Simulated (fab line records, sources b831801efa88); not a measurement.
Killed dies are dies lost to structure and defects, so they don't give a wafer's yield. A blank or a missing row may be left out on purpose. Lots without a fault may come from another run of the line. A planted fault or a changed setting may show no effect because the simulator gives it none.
fab line records | flow gf180mcu
record lots=14 wafers=42 last_day=33
route steps=602 shown STI@25 LVPWELL@63 POLY_GATE@168 PSD@255
lots that met no fault: from a run of the same line without faults
start_h: hours from the record's first day to the start of the lot's first wafer shown | wait_h: hours since the lot's step before | " the same as in the row above | L1.1+2: a row that stands for several wafers | - no value, or no start given | * or withheld: withheld | < > ~ a bound
route shown NAME@n: a module of which the file shows steps, and the number in the route of the first | usual: mean/standard deviation of fault-free wafers | same: alike in all rows | chamber/n: place in a boat | sites: the reading at each site | _std_site: their standard deviation | _edge_site: outer sites' mean less inner sites' | radius_mm: how far each site lies from the wafer's centre | mask NAME#n: copy n | behind: the tool/chamber that last shaped the wafer | hold: why the lot was held/for how many hours/how that ended | device: the transistor (n, p or np) that didn't switch | end of line: the same wafers' tests at the end of the route | a step without rows: its recipe alone | killed: dies lost to structure and defects at the first sort, not the wafer's yield | map: a wafer's dies, x killed, . not, _ none there
set.NAME: the setting as run; set.NAME@STEP: as run at that earlier step | model.NAME: the simulator's own value behind a step, which no gauge read
steps of the route over a sample of lots; a table a step, a row a wafer
services: from which hour (start_h, from the record's first day; less than 0 if before it) a tool's chamber was out of use, for how many hours, and why
## steps
# step GF_STI_THK_MEAS_24
# recipe reads=SiO2_of_STI_CVD_23
# usual STI_CVD_23_THK=649/9.2
# columns lot.wafer tool chamber start_h wait_h STI_CVD_23_THK[nm]
L274.1 film_metro-02 - 29.04 0.0 656
L274.3 " - " " 645
L274.5 " - " " 648
L275.3 film_metro-02 - 33.09 0.1 649
L275.4 " - " " 648
L275.5 " - " " 656
L276.2 film_metro-04 - 37.79 0.0 655
L276.5 " - " " 655
L276.6 " - " " 646
L277.2 film_metro-04 - 43.34 0.0 650
L277.3 " - " " 652
L277.4 " - " " 635
L278.1 film_metro-04 - 48.40 0.0 635
L278.3 " - " " 652
L278.6 " - " " 649
L279.1 film_metro-04 - 53.45 0.0 663
L279.2 " - " " 638
L279.5 " - " " 656
L280.2 film_metro-02 - 58.14 0.0 625
L280.3 " - " " 647
L280.4 " - " " 636
L284.3 film_metro-04 - 79.24 0.1 661
L284.5 " - " " 657
L284.6 " - " " 639
L285.2 film_metro-02 - 85.65 0.0 626
L285.3 " - " " 651
L285.6 " - " " 633
L286.4 film_metro-03 - 89.58 0.0 653
L286.5 " - " " 641
L286.6 " - " " 648
L287.1 film_metro-02 - 95.05 0.0 645
L287.2 " - " " 645
L287.4 " - " " 645
L288.1 film_metro-03 - 100.21 0.0 653
L288.2 " - " " 661
L288.3 " - " " 649
L293.1 film_metro-02 - 127.12 0.0 659
L293.3 " - " " 628
L293.4 " - " " 658
L294.1 film_metro-03 - 130.76 0.0 655
L294.4 " - " " 655
L294.5 " - " " 658
# step GF_LVPWELL_IMPLANT_09
# recipe species=B energy_kev=60 dose_cm2=5e+12 tilt_deg=0
# usual implant_ion_amu=11/0
# columns lot.wafer tool chamber start_h wait_h implant_ion_amu
L274.1 implanter-04 0 70.22 0.1 11
L274.3 " 0 " " 11
L274.5 " 0 " " 11
L275.3 implanter-03 0 73.62 0.1 11
L275.4 " 0 " " 11
L275.5 " 0 " " 11
L276.2 implanter-03 0 79.01 0.1 11
L276.5 " 0 " " 11
L276.6 " 0 " " 11
L277.2 implanter-01 0 84.64 0.1 11
L277.3 " 0 " " 11
L277.4 " 0 " " 11
L278.1 implanter-03 0 90.19 0.1 11
L278.3 " 0 " " 11
L278.6 " 0 " " 11
L279.1 implanter-04 0 96.84 0.1 11
L279.2 " 0 " " 11
L279.5 " 0 " " 11
L280.2 implanter-01 0 101.29 0.1 11
L280.3 " 0 " " 11
L280.4 " 0 " " 11
L284.3 implanter-01 0 124.79 0.1 11
L284.5 " 0 " " 11
L284.6 " 0 " " 11
L285.2 implanter-04 0 131.96 0.1 11
L285.3 " 0 " " 11
L285.6 " 0 " " 11
L286.4 implanter-01 0 137.16 0.1 11
L286.5 " 0 " " 11
L286.6 " 0 " " 11
L287.1 implanter-04 0 143.66 0.1 11
L287.2 " 0 " " 11
L287.4 " 0 " " 11
L288.1 implanter-04 0 148.57 0.1 11
L288.2 " 0 " " 11
L288.3 " 0 " " 11
L293.1 implanter-01 0 177.32 0.1 49
L293.3 " 0 " " 49
L293.4 " 0 " " 49
L294.1 implanter-03 0 180.89 0.2 49
L294.4 " 0 " " 49
L294.5 " 0 " " 49
# step GF_LVPWELL_TW_MEAS_11
# usual LVPWELL_TW=553/4.4
# columns lot.wafer tool chamber start_h wait_h LVPWELL_TW
L274.1 film_metro-01 - 70.47 0.1 555
L274.3 " - " " 556
L274.5 " - " " 557
L275.3 film_metro-01 - 73.84 0.1 550
L275.4 " - " " 551
L275.5 " - " " 552
L276.2 film_metro-01 - 79.25 0.1 552
L276.5 " - " " 556
L276.6 " - " " 552
L277.2 film_metro-04 - 84.87 0.1 548
L277.3 " - " " 547
L277.4 " - " " 545
L278.1 film_metro-04 - 90.44 0.1 546
L278.3 " - " " 547
L278.6 " - " " 549
L279.1 film_metro-03 - 97.09 0.1 558
L279.2 " - " " 555
L279.5 " - " " 555
L280.2 film_metro-03 - 101.52 0.1 556
L280.3 " - " " 555
L280.4 " - " " 555
L284.3 film_metro-03 - 125.01 0.1 557
L284.5 " - " " 560
L284.6 " - " " 553
L285.2 film_metro-03 - 132.20 0.1 553
L285.3 " - " " 555
L285.6 " - " " 557
L286.4 film_metro-03 - 137.37 0.1 556
L286.5 " - " " 551
L286.6 " - " " 556
L287.1 film_metro-01 - 143.91 0.1 553
L287.2 " - " " 555
L287.4 " - " " 551
L288.1 film_metro-03 - 148.82 0.1 559
L288.2 " - " " 559
L288.3 " - " " 560
L293.1 film_metro-03 - 177.57 0.1 684
L293.3 " - " " 682
L293.4 " - " " 681
L294.1 film_metro-04 - 181.29 0.1 673
L294.4 " - " " 671
L294.5 " - " " 672
# step GF_VT_IMPLANT_RS_MEAS_48
# recipe thk_meas_gauge=four-point-probe
# usual LVPWELL_RS=1196.1/2.7
# columns lot.wafer tool chamber start_h wait_h LVPWELL_RS[ohm/sq]
L274.1 film_metro-03 - 159.18 0.1 1192.0
L274.3 " - " " 1194.7
L274.5 " - " " 1194.1
L275.3 film_metro-04 - 163.70 0.1 1196.3
L275.4 " - " " 1197.0
L275.5 " - " " 1198.1
L276.2 film_metro-04 - 170.70 0.1 1193.4
L276.5 " - " " 1196.5
L276.6 " - " " 1195.5
L277.2 film_metro-03 - 176.39 0.1 1195.0
L277.3 " - " " 1189.2
L277.4 " - " " 1194.5
L278.1 film_metro-04 - 182.18 0.1 1192.8
L278.3 " - " " 1192.4
L278.6 " - " " 1192.3
L279.1 film_metro-03 - 191.76 0.1 1194.2
L279.2 " - " " 1194.2
L279.5 " - " " 1195.1
L280.2 film_metro-01 - 195.66 0.1 1194.7
L280.3 " - " " 1195.0
L280.4 " - " " 1193.2
L284.3 film_metro-01 - 224.10 0.1 1196.3
L284.5 " - " " 1197.2
L284.6 " - " " 1197.1
L285.2 film_metro-04 - 232.61 0.1 1196.2
L285.3 " - " " 1194.8
L285.6 " - " " 1193.4
L286.4 film_metro-04 - 239.76 0.1 1200.7
L286.5 " - " " 1199.7
L286.6 " - " " 1199.5
L287.1 film_metro-01 - 246.91 0.1 1198.5
L287.2 " - " " 1198.8
L287.4 " - " " 1195.6
L288.1 film_metro-01 - 252.63 0.1 1200.4
L288.2 " - " " 1200.3
L288.3 " - " " 1198.4
L293.1 film_metro-01 - 285.53 0.1 1169.8
L293.3 " - " " 1169.1
L293.4 " - " " 1174.6
L294.1 film_metro-01 - 290.66 0.1 1171.1
L294.4 " - " " 1172.7
L294.5 " - " " 1169.7
# step GF_POLY_GATE_OVL_MEAS_11
# usual POLY_GATE_OVL=-4/4.5
# columns lot.wafer tool chamber start_h wait_h POLY_GATE_OVL[nm]
L274.1 overlay-01 - 198.92 0.1 -2
L274.3 " - " " -6
L274.5 " - " " -3
L275.3 overlay-01 - 204.78 0.1 -11
L275.4 " - " " -9
L275.5 " - " " -8
L276.2 overlay-01 - 209.67 0.1 -5
L276.5 " - " " -4
L276.6 " - " " -7
L277.2 overlay-02 - 213.41 0.1 -1
L277.3 " - " " 4
L277.4 " - " " 1
L278.1 overlay-01 - 221.17 0.1 -6
L278.3 " - " " -5
L278.6 " - " " -5
L279.1 overlay-01 - 232.26 0.1 -8
L279.2 " - " " -9
L279.5 " - " " -11
L280.2 overlay-01 - 237.46 0.1 4
L280.3 " - " " 0
L280.4 " - " " -1
L284.3 overlay-01 - 268.01 0.1 -3
L284.5 " - " " -2
L284.6 " - " " -1
L285.2 overlay-02 - 276.47 0.1 -7
L285.3 " - " " -1
L285.6 " - " " -6
L286.4 overlay-02 - 284.17 0.1 2
L286.5 " - " " -1
L286.6 " - " " 1
L287.1 overlay-01 - 290.50 0.1 -6
L287.2 " - " " -3
L287.4 " - " " -6
L288.1 overlay-01 - 296.51 0.1 -2
L288.2 " - " " -3
L288.3 " - " " 1
L293.1 overlay-02 - 332.47 0.1 -2
L293.3 " - " " 2
L293.4 " - " " -3
L294.1 overlay-01 - 335.80 0.1 -7
L294.4 " - " " -3
L294.5 " - " " -5
# step GF_PSD_CD_MEAS_07
# recipe target_cd_nm=400
# usual cd_nm=399.4/2.3
# columns lot.wafer tool chamber start_h wait_h cd_nm
L274.1 cd_sem-01 - 318.37 0.1 394.3
L274.3 " - " " 395.0
L274.5 " - " " 393.3
L275.3 cd_sem-01 - 330.44 0.1 397.9
L275.4 " - " " 399.1
L275.5 " - " " 398.0
L276.2 cd_sem-01 - 332.68 0.1 401.1
L276.5 " - " " 401.7
L276.6 " - " " 401.7
L277.2 cd_sem-02 - 335.62 0.1 397.8
L277.3 " - " " 401.9
L277.4 " - " " 400.5
L278.1 cd_sem-02 - 353.05 0.1 396.8
L278.3 " - " " 397.6
L278.6 " - " " 398.6
L279.1 cd_sem-01 - 357.05 0.1 399.5
L279.2 " - " " 400.0
L279.5 " - " " 400.8
L280.2 cd_sem-02 - 362.10 0.1 402.9
L280.3 " - " " 402.4
L280.4 " - " " 400.8
L284.3 cd_sem-02 - 405.21 0.1 398.3
L284.5 " - " " 398.6
L284.6 " - " " 399.2
L285.2 cd_sem-02 - 409.74 0.2 402.4
L285.3 " - " " 401.6
L285.6 " - " " 401.3
L286.4 cd_sem-02 - 428.76 0.1 396.0
L286.5 " - " " 392.9
L286.6 " - " " 395.2
L287.1 cd_sem-02 - 430.00 0.1 399.3
L287.2 " - " " 400.5
L287.4 " - " " 400.7
L288.1 cd_sem-02 - 433.98 0.1 398.6
L288.2 " - " " 399.9
L288.3 " - " " 396.1
L293.1 cd_sem-01 - 479.63 0.1 401.5
L293.3 " - " " 398.8
L293.4 " - " " 398.6
L294.1 cd_sem-01 - 483.18 0.1 401.3
L294.4 " - " " 401.2
L294.5 " - " " 401.0
## services
# columns tool chamber start_h hours kind
implanter-04 - 73.75 3.3 repair
implanter-03 - 90.43 4.2 repair
## key
first_sign step=GF_LVPWELL_IMPLANT_09 reading=implant_ion_amu direction=up sigmas=99+ usual=11 struck=49
effect step=GF_LVPWELL_TW_MEAS_11 reading=LVPWELL_TW direction=up sigmas=28 usual=553 struck=677
effect step=GF_VT_IMPLANT_RS_MEAS_48 reading=LVPWELL_RS direction=down sigmas=9.2 usual=1196.1 struck=1171.2
met_at GF_LVPWELL_IMPLANT_09
struck_lots L293,L294
tester_left_out L293,L294
not_acting_at GF_STI_THK_MEAS_24,GF_POLY_GATE_OVL_MEAS_11,GF_PSD_CD_MEAS_07
onset_between 137.16 177.32
fault kind=wrong_recipe_download tool=implanter-01,implanter-03,implanter-04 chamber=- onset_h=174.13 steps=GF_LVPWELL_IMPLANT_09 wrong_recipe.not_listed=1
# tester_left_out: of these lots the tester's yield and bins aren't shown, on N5 and GAA mostly nor the transistor test; their killed dies are dies lost to structure and defects alone, not to doping, threshold or leakage, so they don't give the yield
